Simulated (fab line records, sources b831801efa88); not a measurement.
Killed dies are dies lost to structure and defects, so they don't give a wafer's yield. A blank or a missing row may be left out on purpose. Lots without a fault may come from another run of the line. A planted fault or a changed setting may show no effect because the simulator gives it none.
A struck lot beside a sound one | flow gf180mcu | 16 steps out of a route of 602
Sound: wafers L800.3, L800.4, L800.5. Struck: wafer L814.1. (L814.5 of the same lot was not struck and is left out.) The cause comes at the end.
At each step with rows: each side's tool, then ch and its chambers, then its first start. Under that, the readings that differ: sound wafers | struck wafers | difference of the means | sigmas: that difference in standard deviations of wafers without a fault.
alike: readings whose means differ by less than 2 such deviations, and words and numbers that are the same on both sides. not compared: withheld readings, readings that some wafer has no value for, bounds like >300 that may hide the same value, and numbers for which the record gives no deviation and whose values overlap.
The two part at a step that has a row with sigmas, a row that says differs or no value, or rows on one side only. Numbers that don't overlap but have no deviation are shown without sigmas and don't part them. A reading that every wafer of one side lacks parts them only if that side has two wafers or more.

GF_STI_THK_MEAS_02:
  sound on film_metro-04, day 1 11:32; struck on film_metro-03, day 4 09:31
  alike: STI_OXIDATION_THK
then, 1 step without rows for these wafers: GF_STI_CVD_03 (deposits Si3N4 from DCS/NH3, target thk 207.16 nm, time 3551 s).
GF_STI_THK_MEAS_04:
  sound on film_metro-04, day 1 13:54; struck on film_metro-02, day 4 11:34
  alike: STI_CVD_03_THK
then, 7 steps without rows for these wafers: GF_STI_DEHYDRATE_05 (time 60 s); GF_STI_HMDS_06 (prime time 60 s); GF_STI_COAT_07 (resist thk 700 nm); GF_STI_SOFTBAKE_08 (time 60 s); GF_STI_EXPOSE_09 (exposes mask COMP, target cd 220 nm); GF_STI_PEB_10 (peb time 90 s); GF_STI_DEVELOP_11 (develop time 60 s).
GF_STI_CD_MEAS_12: target cd 220 nm.
  sound on cd_sem-02, day 2 02:00; struck on cd_sem-02, day 5 01:34
  reading    | sound             | struck | difference | sigmas
  cd_nm (nm) | 218.3 218.6 218.8 | 221.5  | +2.9       | +2
GF_STI_ETCH_13: etches the open film in CHF3/O2, stops on Si, target depth 282.31 nm, time 112.9 s.
  sound on rie_diel-03 ch 0,1,3, day 2 02:05; struck on rie_diel-01 ch 3, day 5 01:41
  alike: chamber_pressure_mTorr, drypump_motor_current_A, oes_product_au, rf_fwd_power_W, run_length_s, throttle_valve_pct
  not compared: rf_hours_counter_h
GF_STI_ETCH_14: etches Si in HBr/Cl2/O2, target depth 360 nm, time 102.9 s.
  sound on rie_si-02 ch 0,1,2, day 2 02:10; struck on rie_si-02 ch 2, day 5 01:46
  reading                              | sound             | struck | difference | sigmas
  run_length_s (s)                     | 131.1 130.4 131.9 | 89.9   | -41.2      | -96
  model.STI.feature_depth_nm (nm)      | 366.8 366.1 364   | 220.9  | -144.7     |
  model.etch.depth_nm (nm)             | 366.8 366.1 364   | 220.9  | -144.7     |
  model.KrF_of_STI_COAT_07.thk_nm (nm) | 315.7 318 317.9   | 367.2  | +50.0      |
  alike: chamber_pressure_mTorr, drypump_motor_current_A, oes_product_au, throttle_valve_pct
  not compared: rf_fwd_power_W, rf_hours_counter_h
GF_STI_STRIP_15: strips in O2/N2.
  sound on plasma_asher-01 ch 0,1, day 2 02:16; struck on plasma_asher-01 ch 0, day 5 01:51
  reading                      | sound             | struck | difference                   | sigmas
  oes_product_au (a.u.)        | 0.383 0.384 0.382 | 0.402  | +0.019                       | +4
  rf_hours_counter_h (h)       | - - -             | 42     | no value on the sound wafers |
  strip_time_to_endpoint_s (s) | 3.68 3.70 3.71    | 4.23   | +0.53                        | +14
  alike: chamber_pressure_mTorr, drypump_motor_current_A, heater_power_w
then, 1 step without rows for these wafers: GF_STI_CLEAN_16 (cleans in dHF, time 25 s).
-- the record jumps here: 28 days lie between the struck wafers' starts before and after (it left off in module STI and takes up again in module PASSIVATION, whose first step shown is number 602 of the route) --
GF_PASSIVATION_PROBE_99:
  sound on prober-02, day 29 01:20; struck on prober-02, day 32 22:54
  reading                                 | sound                       | struck   | difference | sigmas
  model.etest.pwell_in_dnwell.line_ohm_um | 3862 3886 3860              | 3012     | -857       |
  model.etest.ldpmos_10p0.r_on_ohm_um     | 1.093e+04 1.1e+04 1.108e+04 | 1.02e+04 | -8.03e+02  |
  model.etest.pwell_in_dnwell.rs_ohm_sq   | 2340 2348 2320              | 1795     | -541       |
  model.etest.ldnmos_10p0.r_on_ohm_um     | 3720 3733 3750              | 3174     | -560       |
  model.etest.p_drift.rs_ohm_sq           | 2433 2433 2401              | 1861     | -561       |
  model.etest.n_drift.rs_ohm_sq           | 1178 1178 1168              | 856.5    | -318.2     |
  model.etest.nwell.line_ohm_um           | 1174 1151 1161              | 929.2    | -232.8     |
  model.etest.nwell.rs_ohm_sq             | 1002 995.4 986              | 783.1    | -211.4     |

WHERE THEY PART
First at GF_STI_CD_MEAS_12; last, within this record, at GF_STI_STRIP_15.

WHY: what the simulator had put in
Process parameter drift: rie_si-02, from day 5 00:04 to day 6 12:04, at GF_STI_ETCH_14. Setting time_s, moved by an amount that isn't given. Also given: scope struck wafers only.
